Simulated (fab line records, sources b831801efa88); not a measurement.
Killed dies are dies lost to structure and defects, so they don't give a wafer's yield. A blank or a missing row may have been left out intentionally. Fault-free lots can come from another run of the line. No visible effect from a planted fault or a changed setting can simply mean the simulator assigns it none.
Struck lot and sound lot, side by side | flow sky130 | 14 steps out of a route of 708
Sound: the wafers L742.4, L742.5, L742.6. Wafers struck: L739.3, L739.4, L739.6. Last of all comes the cause.
Order at every step that has rows: each side's tool, ch and its chambers, its first start. Under that, the readings that differ: sound wafers | struck wafers | difference of the means | sigmas: that difference in standard deviations of wafers without a fault.
alike: same words and numbers on both sides, and readings whose means sit less than 2 such deviations apart. not compared: any withheld reading, any reading some wafer has no value for, any bound like >300 that may hide the same value, and any number with overlapping values for which the record gives no deviation.
Wherever a step has rows on one side only, a row that says differs or no value, or a row with sigmas, the two part there. Numbers that don't overlap but have no deviation are shown without sigmas and don't part them. Lack of a reading on every wafer of one side parts them only where that side has two or more wafers.

SKY_VIA1_OVL_MEAS_13:
  sound: overlay-01 at day 36 06:32; struck: overlay-01 at day 35 08:08
  alike: VIA1_OVL
SKY_VIA1_ETCH_14: etches BARC in N2/H2, stops on SiO2, time 45.9 s, target depth 60 nm.
  sound on rie diel-02 ch 0,1,2, day 36 06:34; struck on rie diel-02 ch 2,3, day 35 08:09
  alike: drypump motor current A, n2 flow sccm, oes product au, throttle valve pct
  not compared: rf hours counter h
SKY_VIA1_ETCH_15: etches SiO2 in C4F8/O2/Ar, stops on TiN, target depth 351 nm, time 54 s.
  sound on rie diel-02 ch 0,1,2, day 36 06:36; struck on rie diel-02 ch 2,3, day 35 08:11
  alike: oes product au
  not compared: rf hours counter h
then, 4 steps without rows for these wafers: SKY_VIA1_STRIP_16 (strips in O2/N2); SKY_VIA1_STRIP_17 (strips in post etch residue remover, time 1200 s); SKY_VIA1_CLEAN_18 (cleans in IPA, time 180 s); SKY_VIA1_CLEAN_19 (cleans in O3/DIW).
SKY_VIA1_SPUTTER_20: material TiN, target thk 20 nm, time 80 s.
  sound: pvd sputter-01 at day 36 07:16; struck: pvd sputter-04 at day 35 08:50
  alike: cathode dc power W, chamber pressure pa, throttle valve pct
SKY_VIA1_CVD_21: deposits W, target thk 270 nm, time 80.902 s.
  sound on cvd w-01 ch 0,1, day 36 07:20; struck on cvd w-02 ch 0,1, day 35 08:55
  alike: heater power w
SKY_VIA1_RS_MEAS_22: uses a four-point probe to measure.
  sound: film metro-03 at day 36 07:27; struck: film metro-03 at day 35 09:02
  alike: VIA1_W_RS
SKY_VIA1_THK_MEAS_23: measures by xrf.
  sound: film metro-03 at day 36 07:32; struck: film metro-03 at day 35 09:08
  alike: VIA1_W_THK
SKY_VIA1_CMP_24: polishes, stops on SiO2, t overpolish 15 s, target thk 0 nm.
  sound on cmp-02 ch 0,1,2, day 36 07:40; struck on cmp-01 ch 0,2, day 35 09:11
  alike: motor current A, overpolish run s, retaining ring pressure frac, time to endpoint s
SKY_METAL2_SPUTTER_00: material Ti, target thk 15 nm, time 10 s.
  sound: pvd sputter-03 at day 36 07:52; struck: pvd sputter-02 at day 35 09:29
  no value came back on the struck wafers for cathode dc power W (W), chamber pressure pa (Pa), throttle valve pct (%); on the sound wafers cathode dc power W (W) reads 3000.2 3000.5 3001.1
then, 1 step without rows for these wafers: SKY_METAL2_SPUTTER_01 (material TiN, target thk 20 nm, time 16.7 s).

== WHERE THEY PART ==
Only at SKY_METAL2_SPUTTER_00, within this record.

WHY: whatever the simulator had introduced
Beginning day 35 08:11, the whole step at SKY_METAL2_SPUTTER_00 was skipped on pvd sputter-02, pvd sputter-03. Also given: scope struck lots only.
